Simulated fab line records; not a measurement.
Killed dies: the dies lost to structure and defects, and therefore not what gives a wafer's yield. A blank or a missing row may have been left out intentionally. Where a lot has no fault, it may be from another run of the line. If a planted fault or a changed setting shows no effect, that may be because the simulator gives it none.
Split-lot study    flow sky130    23 wafers read across 5 lots, on a route 708 steps long

## THE SPLIT ITSELF
At SKY_VT_ADJUST_HVTR_IMPLANT_09, the setting energy-kev was moved away from the recipe's 10 on 11 of the 23 wafers read, by +2.3% to +5.3%. The other wafers ran this setting at the recipe's value.

The reading comes from the split's own step.

## THE READING
implant.drp-nm (the simulator's own value, which no gauge read), in nm, at SKY_VT_ADJUST_HVTR_IMPLANT_09. No usual value for it is given in the file.

wafer   tool, chamber at the split  energy-kev as run  against the recipe  implant.drp-nm, nm  against lot-mates on the recipe
L075.1  implanter-01, 0             10                 recipe              17.11               -
L075.3  implanter-01, 0             10                 recipe              17.11               -
L075.2  implanter-01, 0             10.53              +5.3%               17.74               +0.63
L075.4  implanter-01, 0             10.53              +5.3%               17.74               +0.63
L075.6  implanter-01, 0             10.53              +5.3%               17.74               +0.63
L078.1  implanter-02, 0             10.23              +2.3%               17.39               +0.28
L078.3  implanter-02, 0             10.23              +2.3%               17.39               +0.28
L078.4  implanter-02, 0             10.23              +2.3%               17.39               +0.28
L078.5  implanter-02, 0             10                 recipe              17.11               -
L078.6  implanter-02, 0             10                 recipe              17.11               -
L079.1  implanter-01, 0             10                 recipe              17.11               -
L079.3  implanter-01, 0             10                 recipe              17.11               -
L079.4  implanter-01, 0             10                 recipe              17.11               -
L079.2  implanter-01, 0             10.46              +4.6%               17.66               +0.55
L079.5  implanter-01, 0             10.46              +4.6%               17.66               +0.55
L080.1  implanter-04, 0             10                 recipe              17.11               -
L080.4  implanter-04, 0             10                 recipe              17.11               -
L080.5  implanter-04, 0             10                 recipe              17.11               -
L081.1  implanter-02, 0             10.43              +4.3%               17.62               +0.51
L081.2  implanter-02, 0             10.43              +4.3%               17.62               +0.51
L081.5  implanter-02, 0             10.43              +4.3%               17.62               +0.51
L081.4  implanter-02, 0             10                 recipe              17.11               -
L081.6  implanter-02, 0             10                 recipe              17.11               -

FIT RESULTS
A straight line over all 23 wafers: implant.drp-nm changes by +0.119 nm for each +1% of energy-kev; r = +1.00; the points scatter about the line by 0.0025 nm.
The same after taking each lot's own level away (the mean of its wafers on the recipe; 23 wafers): +0.119 nm for each +1%; r = +1.00; scatter 0.0025 nm.
That fit puts the effect of the largest move of energy-kev on the reading at 0.63 nm.
The lots' own levels span 17.110 to 17.110 nm.
So the lot-to-lot level changes the slope little: the two slopes agree.
Check: for one of the wafers moved furthest among these (+5.3%), held out of the fit, the line's prediction against its lot-mates is +0.632 nm. Against them it came out at +0.63 nm.

## OTHER SPLITS APPLIED TO THESE WAFERS
Before the reading, these wafers also passed through other splits. Each is held against what the fit with the lots' levels taken away leaves over:
other split on the same wafers            wafers away from the commonest value  r with implant.drp-nm (lot level and that fit taken away)
SKY_FIELD_ISO_OXIDATION_01 ox-time-s      18                                    +0.64
SKY_FIELD_ISO_DEVELOP_12 develop-time-s   10                                    -0.22
SKY_FIELD_ISO_STRIP_16 power-w            12                                    +0.21
SKY_FIELD_ISO_WET_ETCH_29 time-s          15                                    -0.21
SKY_NWELL_IMPLANT_11 energy-kev           6                                     -0.05
SKY_NWELL_IMPLANT_24 dose-cm2             7                                     +0.03
SKY_VT_ADJUST_HVTP_COAT_02 resist-thk-nm  7                                     +0.04

## THE WHOLE CHAIN: every reading that the file lists as answering this split, in the file's order
step                           what it does  reading                                                          change (the file's fit)                r (the file's)
SKY_VT_ADJUST_HVTR_IMPLANT_09                implant.rp-nm (the simulator's own value, which no gauge read)   +0.326 nm for each +1% of the setting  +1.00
SKY_VT_ADJUST_HVTR_IMPLANT_09                implant.drp-nm (the simulator's own value, which no gauge read)  +0.118 nm for each +1% of the setting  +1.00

## FILE'S OWN FIT
implant.drp-nm changes by +0.118 nm for each +1% of energy-kev, r = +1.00.
